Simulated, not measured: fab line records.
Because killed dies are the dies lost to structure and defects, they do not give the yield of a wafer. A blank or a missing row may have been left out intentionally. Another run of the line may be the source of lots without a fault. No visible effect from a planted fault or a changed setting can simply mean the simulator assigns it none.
fab line records | flow sfqLine
record: lots: 6 | wafers: 18 | lastDay: 91
route steps=325 shown I6@273 M7@281
lots untouched by any fault: they come from a run of this same line in which no faults occurred
startH: the number of hours between the record's first day and the start of the first shown wafer of the lot | waitH: how many hours have passed since the lot's step before this one | " same as the row above | L1.1+2: a row that stands for several wafers | - no value, or no start given | * or withheld: withheld | < > ~ a bound
route shown NAME@n: names a module that has steps shown in the file, with the first one's number in the route | usual: mean/standard deviation of fault-free wafers | same: alike in all rows | chamber/n: place in a boat | sites: per-site readings | _std_site: how widely they spread, as a standard deviation | _edge_site: inner sites' mean taken away from outer sites' mean | radiusMm: for every site, how far away it sits from the centre of the wafer | mask NAME#n: copy n | behind: the last tool/chamber to shape the wafer | hold: the reason the lot was held/the length of the hold in hours/how it ended | device: the transistor (n, p or np) that didn't switch | end of line: the same wafers' tests at the end of the route | for a step that has no rows: nothing shown but its recipe | killed: dies lost to structure and defects at the first sort, not the wafer's yield | map: the dies of a wafer, with x for killed, . for not killed, _ for no die there
set.NAME: setting as actually run; set.NAME@STEP: the setting as run at that earlier step | model.NAME: the simulator's own value behind a step, which no gauge read
lots at some steps of the route; a table a step, a row a wafer
services: a tool's chamber out of use, with start hour (startH, from the record's first day; less than 0 if before it), hours out, and reason
== steps ==
step: SFQ_TRILAYER_I6_VIA_LITHO_EXPOSE_170
recipe: maskId: I6 | na: 0.6 | sourceShape: conventional | sigmaOuter: 0.65 | targetCdNm: 700 | doseMj: 21.3
step: SFQ_TRILAYER_I6_VIA_LITHO_PEB_172
recipe: pebTempC: 115 | pebTimeS: 60 | resist: KrF
step: SFQ_TRILAYER_I6_VIA_LITHO_DEVELOP_171
recipe: timeS: 60 | resist: KrF
step: SFQ_I6_OVL_MEAS_942
usual: I6_OVL: 0/5.7
lot.wafer | tool       | chamber | startH  | waitH | I6_OVL[nm]
L999.1    | overlay-02 | -       | 1858.56 | 0.1   | 4
L999.5    | "          | -       | "       | "     | 0
L999.6    | "          | -       | "       | "     | 4
L101.1    | overlay-02 | -       | 1860.96 | 0.1   | -11
L101.5    | "          | -       | "       | "     | -13
L101.6    | "          | -       | "       | "     | -9
L108.1    | overlay-02 | -       | 1961.00 | 0.1   | 5
L108.4    | "          | -       | "       | "     | 0
L108.6    | "          | -       | "       | "     | 5
L109.1    | overlay-02 | -       | 1968.20 | 0.1   | -2
L109.2    | "          | -       | "       | "     | 1
L109.5    | "          | -       | "       | "     | -7
L113.2    | overlay-02 | -       | 1995.81 | 0.1   | 9
L113.3    | "          | -       | "       | "     | 3
L113.5    | "          | -       | "       | "     | 3
L114.1    | overlay-02 | -       | 2001.80 | 0.1   | 10
L114.3    | "          | -       | "       | "     | 9
L114.4    | "          | -       | "       | "     | 4
step: SFQ_TRILAYER_I6_VIA_BARC_OPEN_VIA_ETCH_235
recipe: maskMaterial: PR | chemistry: O2 | targetDepthNm: 125 | target: BARC | sourceW: 500 | biasW: 80 | pressureMtorr: 30 | timeS: 41.7
usual: chamberPressureMTorr: 29.998/0.026 | drypumpMotorCurrentA: 5.9/0.54 | oesProductAu: 0.685/0.004
lot.wafer | tool       | chamber | startH  | waitH | chamberPressureMTorr | drypumpMotorCurrentA | oesProductAu | rfHoursCounterH
L999.1    | rieDiel-02 | 3       | 1858.59 | 0.0   | 30.002               | 5.6                  | 0.684        | 5
L999.5    | "          | 3       | "       | "     | 30.021               | 5.6                  | 0.693        | -
L999.6    | "          | 2       | "       | "     | 29.998               | 6.7                  | 0.683        | -
L101.1    | rieDiel-04 | 1       | 1860.99 | 0.0   | 29.988               | 6.4                  | 0.685        | 0
L101.5    | "          | 1       | "       | "     | 29.990               | 6.4                  | 0.681        | -
L101.6    | "          | 0       | "       | "     | 29.988               | 5.2                  | 0.681        | -
L108.1    | rieDiel-03 | 1       | 1961.04 | 0.0   | 29.970               | 5.7                  | 0.687        | 8
L108.4    | "          | 3       | "       | "     | 30.067               | 6.7                  | 0.681        | 16
L108.6    | "          | 0       | "       | "     | 30.017               | 6.4                  | 0.685        | -
L109.1    | rieDiel-03 | 0       | 1968.24 | 0.0   | 30.069               | 6.4                  | 0.680        | 14
L109.2    | "          | 1       | "       | "     | 29.959               | 5.7                  | 0.688        | 8
L109.5    | "          | 1       | "       | "     | 30.004               | 5.7                  | 0.681        | -
L113.2    | rieDiel-02 | 0       | 1995.84 | 0.0   | 30.001               | 5.0                  | 0.683        | 7
L113.3    | "          | 1       | "       | "     | 29.965               | 5.8                  | 0.685        | 14
L113.5    | "          | 2       | "       | "     | 30.006               | 6.7                  | 0.685        | -
L114.1    | rieDiel-04 | 2       | 2001.84 | 0.0   | 30.035               | 6.3                  | 0.685        | 12
L114.3    | "          | 1       | "       | "     | 30.005               | 6.4                  | 0.676        | 2
L114.4    | "          | 0       | "       | "     | 29.986               | 5.1                  | 0.684        | 13
step: SFQ_TRILAYER_I6_VIA_ETCH_VIA_ETCH_172
recipe: target: SiO2 | stopOn: Nb | maskMaterial: PR | taperDeg: 20 | chemistry: CHF3 | targetDepthNm: 260 | sourceW: 500 | biasW: 80 | pressureMtorr: 30 | timeS: withheld
usual: chamberPressureMTorr: 30.000/0.028 | drypumpMotorCurrentA: 5.9/0.54 | oesProductAu: 0.855/0.0057
lot.wafer | tool       | chamber | startH  | waitH | chamberPressureMTorr | drypumpMotorCurrentA | oesProductAu
L999.1    | rieDiel-02 | 3       | 1858.63 | 0.0   | 30.005               | 5.6                  | 0.850
L999.5    | "          | 3       | "       | "     | 29.976               | 5.6                  | 0.849
L999.6    | "          | 2       | "       | "     | 29.986               | 6.7                  | 0.852
L101.1    | rieDiel-04 | 1       | 1861.03 | 0.0   | 30.045               | 6.4                  | 0.866
L101.5    | "          | 1       | "       | "     | 29.970               | 6.4                  | 0.866
L101.6    | "          | 0       | "       | "     | 29.953               | 5.2                  | 0.861
L108.1    | rieDiel-03 | 1       | 1961.08 | 0.0   | 30.018               | 5.7                  | 0.853
L108.4    | "          | 3       | "       | "     | 30.023               | 6.7                  | 0.849
L108.6    | "          | 0       | "       | "     | 30.008               | 6.3                  | 0.867
L109.1    | rieDiel-03 | 0       | 1968.28 | 0.0   | 29.975               | 6.4                  | 0.843
L109.2    | "          | 1       | "       | "     | 29.998               | 5.7                  | 0.853
L109.5    | "          | 1       | "       | "     | 30.017               | 5.7                  | 0.853
L113.2    | rieDiel-02 | 0       | 1995.88 | 0.0   | 29.985               | 5.0                  | 0.852
L113.3    | "          | 1       | "       | "     | 30.017               | 5.8                  | 0.857
L113.5    | "          | 2       | "       | "     | 30.028               | 6.7                  | 0.857
L114.1    | rieDiel-04 | 2       | 2001.88 | 0.0   | 30.029               | 6.3                  | 0.866
L114.3    | "          | 1       | "       | "     | 30.051               | 6.4                  | 0.860
L114.4    | "          | 0       | "       | "     | 30.041               | 5.2                  | 0.850
step: SFQ_TRILAYER_I6_VIA_STRIP_STRIP_173
recipe: gas: O2 | powerW: 200 | platenTempC: 40 | overashFraction: 0.65 | chemistry: O2 | pressureMtorr: 50
usual: chamberPressureMTorr: 50.00/0.047 | drypumpMotorCurrentA: 5.37/0.24 | heBacksideLeakSccm: 3.5/0.39 | oesProductAu: 0.996/0.012
lot.wafer | tool        | chamber | startH  | waitH | chamberPressureMTorr | drypumpMotorCurrentA | heBacksideLeakSccm | oesProductAu | rfHoursCounterH
L999.1    | rieMetal-04 | 0       | 1858.75 | -     | 50.04                | 5.08                 | 3.9                | 1.011        | 117
L999.5    | "           | 1       | "       | "     | 49.98                | 5.33                 | 3.4                | 0.981        | -
L999.6    | "           | 0       | "       | "     | 49.98                | 5.07                 | 3.9                | 1.018        | -
L101.1    | rieMetal-04 | 1       | 1861.15 | -     | 50.04                | 5.31                 | 3.5                | 0.987        | 79
L101.5    | "           | 1       | "       | "     | 49.93                | 5.31                 | 3.4                | 0.998        | -
L101.6    | "           | 0       | "       | "     | 50.03                | 5.05                 | 3.9                | 1.010        | -
L108.1    | rieMetal-04 | 1       | 1961.19 | -     | 49.93                | 5.33                 | 3.2                | 0.985        | 92
L108.4    | "           | 0       | "       | "     | 49.99                | 5.05                 | 3.9                | 1.004        | -
L108.6    | "           | 0       | "       | "     | 50.01                | 5.06                 | 3.8                | 1.019        | -
L109.1    | rieMetal-01 | 0       | 1968.39 | -     | 50.01                | 5.82                 | 3.5                | 0.984        | 21
L109.2    | "           | 1       | "       | "     | 49.99                | 5.38                 | 3.4                | 0.998        | 40
L109.5    | "           | 1       | "       | "     | 50.04                | 5.38                 | 3.7                | 1.005        | -
L113.2    | rieMetal-03 | 1       | 1995.99 | -     | 49.99                | 5.53                 | 3.4                | 1.012        | 74
L113.3    | "           | 1       | "       | "     | 49.96                | 5.50                 | 3.5                | 1.001        | -
L113.5    | "           | 0       | "       | "     | 50.09                | 5.22                 | 3.6                | 0.990        | -
L114.1    | rieMetal-01 | 1       | 2001.99 | -     | 50.05                | 5.38                 | 3.4                | 0.997        | 44
L114.3    | "           | 1       | "       | "     | 50.04                | 5.38                 | 3.6                | 1.011        | -
L114.4    | "           | 0       | "       | "     | 50.06                | 5.84                 | 3.4                | 0.985        | -
step: SFQ_TRILAYER_I6_VIA_STRIP_SOLV_CLEAN_174
recipe: chemistry: NMP | tempC: 70 | timeS: 600
step: SFQ_TRILAYER_M7_DEP_PRE_CLEAN_176
recipe: gas: Ar | timeS: 22.5 | biasV: 250
step: SFQ_TRILAYER_M7_DEP_SPUTTER_175
recipe: material: Nb | basePressurePa: 1.33e-06 | chamberPressurePa: 0.1333 | substrateTempC: 20 | targetThkNm: 200 | powerW: 2000 | timeS: 133.3
usual: basePressurePa: 1.33e-06/8.5e-08 | throttleValvePct: 30.0/0.88
lot.wafer | tool          | chamber | startH  | waitH | basePressurePa | throttleValvePct
L999.1    | pvdSputter-03 | -       | 1859.55 | 0.0   | 1.12e-06       | 31.3
L999.5    | "             | -       | "       | "     | 1.34e-06       | 30.0
L999.6    | "             | -       | "       | "     | 1.36e-06       | 30.7
L101.1    | pvdSputter-03 | -       | 1861.95 | 0.0   | 1.3e-06        | 30.0
L101.5    | "             | -       | "       | "     | 1.13e-06       | 31.4
L101.6    | "             | -       | "       | "     | 1.37e-06       | 29.3
L108.1    | pvdSputter-04 | -       | 1962.00 | 0.0   | 1.46e-06       | 30.3
L108.4    | "             | -       | "       | "     | 1.17e-06       | 29.4
L108.6    | "             | -       | "       | "     | 1.57e-06       | 32.0
L109.1    | pvdSputter-05 | -       | 1969.20 | 0.0   | 1.43e-06       | 29.4
L109.2    | "             | -       | "       | "     | 1.37e-06       | 28.9
L109.5    | "             | -       | "       | "     | 1.35e-06       | 29.6
L113.2    | pvdSputter-03 | -       | 1996.80 | 0.0   | 1.41e-06       | 30.6
L113.3    | "             | -       | "       | "     | 1.23e-06       | 30.1
L113.5    | "             | -       | "       | "     | 1.33e-06       | 28.9
L114.1    | pvdSputter-05 | -       | 2002.80 | 0.0   | 1.33e-06       | 29.3
L114.3    | "             | -       | "       | "     | 1.33e-06       | 29.5
L114.4    | "             | -       | "       | "     | 1.37e-06       | 29.5
step: SFQ_M7_RS_MEAS_943
recipe: thkMeasGauge: four-point-probe | reads: Nb_of_TRILAYER_M7_DEP_SPUTTER_175
usual: M7_NB_RS: 0.892/0.012
lot.wafer | tool         | chamber | startH  | waitH | M7_NB_RS[ohm/sq]
L999.1    | filmMetro-04 | -       | 1859.64 | 0.0   | 0.914
L999.5    | "            | -       | "       | "     | 0.911
L999.6    | "            | -       | "       | "     | 0.908
L101.1    | filmMetro-03 | -       | 1862.04 | 0.0   | 0.894
L101.5    | "            | -       | "       | "     | 0.896
L101.6    | "            | -       | "       | "     | 0.899
L108.1    | filmMetro-01 | -       | 1962.09 | 0.0   | 0.890
L108.4    | "            | -       | "       | "     | 0.874
L108.6    | "            | -       | "       | "     | 0.885
L109.1    | filmMetro-03 | -       | 1969.29 | 0.0   | 0.877
L109.2    | "            | -       | "       | "     | 0.896
L109.5    | "            | -       | "       | "     | 0.878
L113.2    | filmMetro-03 | -       | 1996.91 | 0.1   | 0.892
L113.3    | "            | -       | "       | "     | 0.896
L113.5    | "            | -       | "       | "     | 0.894
L114.1    | filmMetro-03 | -       | 2002.89 | 0.0   | 0.910
L114.3    | "            | -       | "       | "     | 0.906
L114.4    | "            | -       | "       | "     | 0.900
step: SFQ_TRILAYER_M7_LITHO_COAT_182
recipe: resist: BARC | spinRpm: 3000 | resistThkNm: 62
usual: chillPlateTempC: 23.02/0.11 | spinSpeedRpm: 3000.3/2.6
lot.wafer | tool          | chamber | startH  | waitH | chillPlateTempC | spinSpeedRpm | model.BARC_of_TRILAYER_M7_LITHO_COAT_182.thkNm
L999.1    | lithoTrack-01 | 0       | 1859.82 | 0.1   | 22.88           | 2999.3       | 62
L999.5    | "             | 0       | "       | "     | 23.00           | 2999.5       | 61.88
L999.6    | "             | 0       | "       | "     | 22.98           | 3000.8       | 61.61
L101.1    | lithoTrack-03 | 0       | 1862.22 | 0.1   | 23.04           | 3000.9       | 62.08
L101.5    | "             | 0       | "       | "     | 23.24           | 2997.5       | 62.13
L101.6    | "             | 0       | "       | "     | 22.91           | 2998.2       | 62.19
L108.1    | lithoTrack-01 | 0       | 1962.27 | 0.1   | 22.94           | 2561.2       | 67.38
L108.4    | "             | 0       | "       | "     | 23.18           | 2562.2       | 67.42
L108.6    | "             | 0       | "       | "     | 23.13           | 2557.1       | 67.52
L109.1    | lithoTrack-01 | 0       | 1969.47 | 0.1   | 23.14           | 2554.3       | 67.32
L109.2    | "             | 0       | "       | "     | 23.07           | 2560.4       | 67.2
L109.5    | "             | 0       | "       | "     | 22.98           | 2559.2       | 67.27
L113.2    | lithoTrack-02 | 0       | 1997.12 | 0.1   | 23.11           | 3003.6       | 62.3
L113.3    | "             | 0       | "       | "     | 23.13           | 2999.8       | 62.25
L113.5    | "             | 0       | "       | "     | 23.10           | 2998.3       | 62.24
L114.1    | lithoTrack-03 | 0       | 2003.07 | 0.1   | 22.85           | 3002.7       | 62.21
L114.3    | "             | 0       | "       | "     | 23.06           | 2998.4       | 62.19
L114.4    | "             | 0       | "       | "     | 22.98           | 2999.6       | 62.19
step: SFQ_TRILAYER_M7_LITHO_COAT_177
recipe: resist: KrF | spinRpm: 3000 | resistThkNm: 600
step: SFQ_TRILAYER_M7_LITHO_SOFTBAKE_181
recipe: tempC: withheld | timeS: withheld | resist: KrF
step: SFQ_TRILAYER_M7_LITHO_EXPOSE_178
recipe: maskId: M7 | na: 0.6 | sourceShape: conventional | sigmaOuter: 0.65 | targetCdNm: 500 | doseMj: 14.4
step: SFQ_TRILAYER_M7_LITHO_PEB_180
recipe: pebTempC: 115 | pebTimeS: 60 | resist: KrF
step: SFQ_TRILAYER_M7_LITHO_DEVELOP_179
recipe: timeS: 60 | resist: KrF
step: SFQ_M7_OVL_MEAS_945
usual: M7_OVL: 2/5.2
lot.wafer | tool       | chamber | startH  | waitH | M7_OVL[nm]
L999.1    | overlay-01 | -       | 1950.20 | 0.1   | 2
L999.5    | "          | -       | "       | "     | 8
L999.6    | "          | -       | "       | "     | 6
L101.1    | overlay-01 | -       | 1955.00 | 0.1   | 3
L101.5    | "          | -       | "       | "     | -3
L101.6    | "          | -       | "       | "     | 5
L108.1    | overlay-01 | -       | 2060.65 | 0.1   | -4
L108.4    | "          | -       | "       | "     | -2
L108.6    | "          | -       | "       | "     | 0
L109.1    | overlay-01 | -       | 2066.65 | 0.1   | 13
L109.2    | "          | -       | "       | "     | 2
L109.5    | "          | -       | "       | "     | 14
L113.2    | overlay-02 | -       | 2084.66 | 0.1   | 1
L113.3    | "          | -       | "       | "     | 0
L113.5    | "          | -       | "       | "     | 8
L114.1    | overlay-01 | -       | 2088.25 | 0.1   | -1
L114.3    | "          | -       | "       | "     | 0
L114.4    | "          | -       | "       | "     | -1
step: SFQ_TRILAYER_M7_BARC_OPEN_METAL_ETCH_229
recipe: maskMaterial: PR | chemistry: O2 | targetDepthNm: 125 | target: BARC | icpW: 600 | biasW: 80 | pressureMtorr: 10 | timeS: 41.7
usual: chamberPressureMTorr: 10.000/0.0097 | drypumpMotorCurrentA: 5.3/0.37 | heBacksideLeakSccm: 3.52/0.26 | oesProductAu: 0.686/0.0043
lot.wafer | tool        | chamber | startH  | waitH | chamberPressureMTorr | drypumpMotorCurrentA | heBacksideLeakSccm | oesProductAu | rfHoursCounterH | model.etch.depthNm
L999.1    | rieMetal-01 | 1       | 1950.24 | 0.0   | 9.984                | 5.4                  | 3.61               | 0.683        | 38              | 62
L999.5    | "           | 1       | "       | "     | 10.000               | 5.4                  | 3.42               | 0.679        | -               | 61.88
L999.6    | "           | 0       | "       | "     | 9.993                | 5.8                  | 3.39               | 0.685        | -               | 61.61
L101.1    | rieMetal-04 | 1       | 1955.04 | 0.0   | 9.996                | 5.3                  | 3.27               | 0.690        | 91              | 62.08
L101.5    | "           | 1       | "       | "     | 10.002               | 5.3                  | 3.48               | 0.687        | -               | 62.13
L101.6    | "           | 0       | "       | "     | 9.998                | 5.1                  | 3.93               | 0.682        | -               | 62.19
L108.1    | rieMetal-01 | 0       | 2060.69 | 0.0   | 9.988                | 5.8                  | 3.04               | 0.713        | 35              | 67.38
L108.4    | "           | 1       | "       | "     | 10.012               | 5.4                  | 3.35               | 0.707        | -               | 67.42
L108.6    | "           | 0       | "       | "     | 9.993                | 5.8                  | 4.86               | 0.712        | -               | 67.52
L109.1    | rieMetal-02 | 0       | 2066.69 | 0.0   | 9.994                | 5.7                  | 3.40               | 0.717        | 105             | 67.32
L109.2    | "           | 1       | "       | "     | 9.997                | 4.7                  | 3.81               | 0.711        | 109             | 67.2
L109.5    | "           | 0       | "       | "     | 9.992                | 5.7                  | 3.37               | 0.710        | -               | 67.27
L113.2    | rieMetal-04 | 1       | 2084.69 | 0.0   | 10.002               | 5.3                  | 3.35               | 0.684        | 117             | 62.3
L113.3    | "           | 1       | "       | "     | 9.993                | 5.3                  | 3.46               | 0.689        | -               | 62.25
L113.5    | "           | 0       | "       | "     | 10.002               | 5.1                  | 3.00               | 0.682        | -               | 62.24
L114.1    | rieMetal-02 | 1       | 2088.29 | 0.0   | 9.987                | 4.7                  | 3.78               | 0.682        | 112             | 62.21
L114.3    | "           | 0       | "       | "     | 10.013               | 5.7                  | 3.46               | 0.679        | -               | 62.19
L114.4    | "           | 1       | "       | "     | 9.997                | 4.7                  | 3.85               | 0.682        | -               | 62.19
step: SFQ_TRILAYER_M7_ETCH_METAL_ETCH_180
recipe: target: Nb | stopOn: SiO2 | maskMaterial: PR | chemistry: Cl2/Ar | targetDepthNm: 240 | icpW: 600 | biasW: 80 | pressureMtorr: 10 | timeS: 120
usual: chamberPressureMTorr: 10.000/0.009 | drypumpMotorCurrentA: 5.3/0.38 | heBacksideLeakSccm: 3.53/0.29 | oesProductAu: 0.894/0.0077
lot.wafer | tool        | chamber | startH  | waitH | chamberPressureMTorr | drypumpMotorCurrentA | heBacksideLeakSccm | oesProductAu | rfHoursCounterH
L999.1    | rieMetal-01 | 1       | 1950.30 | 0.0   | 10.012               | 5.4                  | 3.46               | 0.884        | 38
L999.5    | "           | 1       | "       | "     | 10.010               | 5.4                  | 3.53               | 0.886        | -
L999.6    | "           | 0       | "       | "     | 10.003               | 5.9                  | 3.27               | 0.881        | -
L101.1    | rieMetal-04 | 1       | 1955.10 | 0.0   | 10.010               | 5.3                  | 3.17               | 0.894        | 91
L101.5    | "           | 1       | "       | "     | 9.992                | 5.3                  | 3.19               | 0.890        | -
L101.6    | "           | 0       | "       | "     | 10.000               | 5.1                  | 3.97               | 0.887        | -
L108.1    | rieMetal-01 | 0       | 2060.77 | 0.1   | 10.026               | 5.9                  | 3.55               | 0.895        | 35
L108.4    | "           | 1       | "       | "     | 9.994                | 5.4                  | 3.78               | 0.893        | -
L108.6    | "           | 0       | "       | "     | 10.003               | 5.8                  | 3.37               | 0.895        | -
L109.1    | rieMetal-02 | 0       | 2066.75 | 0.0   | 10.009               | 5.7                  | 3.51               | 0.901        | 105
L109.2    | "           | 1       | "       | "     | 9.998                | 4.7                  | 3.72               | 0.902        | 109
L109.5    | "           | 0       | "       | "     | 9.995                | 5.7                  | 3.51               | 0.903        | -
L113.2    | rieMetal-04 | 1       | 2084.75 | 0.0   | 10.009               | 5.3                  | 3.48               | 0.895        | 117
L113.3    | "           | 1       | "       | "     | 9.988                | 5.3                  | 3.36               | 0.891        | -
L113.5    | "           | 0       | "       | "     | 10.006               | 5.0                  | 2.92               | 0.891        | -
L114.1    | rieMetal-02 | 1       | 2088.35 | 0.0   | 9.998                | 4.7                  | 3.71               | 0.888        | 112
L114.3    | "           | 0       | "       | "     | 10.005               | 5.6                  | 3.42               | 0.883        | -
L114.4    | "           | 1       | "       | "     | 10.000               | 4.7                  | 3.70               | 0.888        | -
== services ==
tool          | chamber | startH  | hours | kind
rieMetal-03   | -       | 1862.88 | 0.7   | repair
rieDiel-03    | 1       | 1864.32 | 12.3  | repair
pvdSputter-05 | -       | 1870.22 | 3.8   | repair
rieDiel-02    | 1       | 1879.45 | 7.3   | repair
rieMetal-04   | -       | 1887.24 | 1.9   | repair
rieMetal-04   | 1       | 1889.41 | 12.1  | repair
rieMetal-02   | 1       | 1897.77 | 7.3   | repair
rieMetal-02   | -       | 1922.34 | 28.1  | pm
rieDiel-03    | 2       | 1934.48 | 14.6  | repair
rieDiel-03    | 3       | 1944.39 | 1.5   | repair
rieDiel-02    | -       | 1964.00 | 1.5   | repair
rieDiel-02    | -       | 1965.03 | 0.7   | repair
rieDiel-02    | -       | 1971.64 | 0.8   | repair
rieMetal-01   | -       | 1977.70 | 1.4   | pm
rieDiel-02    | -       | 1978.82 | 0.4   | repair
rieMetal-04   | 0       | 1979.66 | 8.0   | repair
rieMetal-04   | 0       | 1997.42 | 15.0  | repair
rieDiel-02    | -       | 2001.17 | 2.0   | repair
rieMetal-02   | -       | 2012.62 | 0.6   | repair
pvdSputter-05 | -       | 2014.29 | 1.5   | repair
rieMetal-02   | -       | 2017.25 | 2.8   | pm
rieDiel-03    | 0       | 2019.23 | 8.6   | repair
pvdSputter-05 | -       | 2055.78 | 10.1  | repair
rieDiel-02    | 3       | 2065.72 | 8.1   | repair
== key ==
firstSign: step: SFQ_TRILAYER_M7_LITHO_COAT_182 | reading: spinSpeedRpm | direction: down | sigmas: 99+ | usual: 3000.3 | struck: 2559.1
effect: step: SFQ_TRILAYER_M7_BARC_OPEN_METAL_ETCH_229 | reading: oesProductAu | direction: up | sigmas: 6 | usual: 0.686 | struck: 0.711
modelEffect: step: SFQ_TRILAYER_M7_LITHO_COAT_182 | value: BARC_of_TRILAYER_M7_LITHO_COAT_182.thkNm | without: 62.21 | struck: 67.35
modelEffect: step: SFQ_TRILAYER_M7_BARC_OPEN_METAL_ETCH_229 | value: etch.depthNm | without: 62.21 | struck: 67.35
metAt SFQ_TRILAYER_M7_LITHO_COAT_182
struckWafers L108.1,L108.4,L108.6,L109.1,L109.2,L109.5
onsetBetween 1859.82 1962.27
fault: kind: processParameterDrift | tool: lithoTrack-01 | chamber: - | onsetH: 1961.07 | steps: SFQ_TRILAYER_M7_LITHO_COAT_182 | channel: spinRpm | offset: -440.74 | shape: step | endH: 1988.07 | actsIn: theseRecipesOnly | stated: 3000
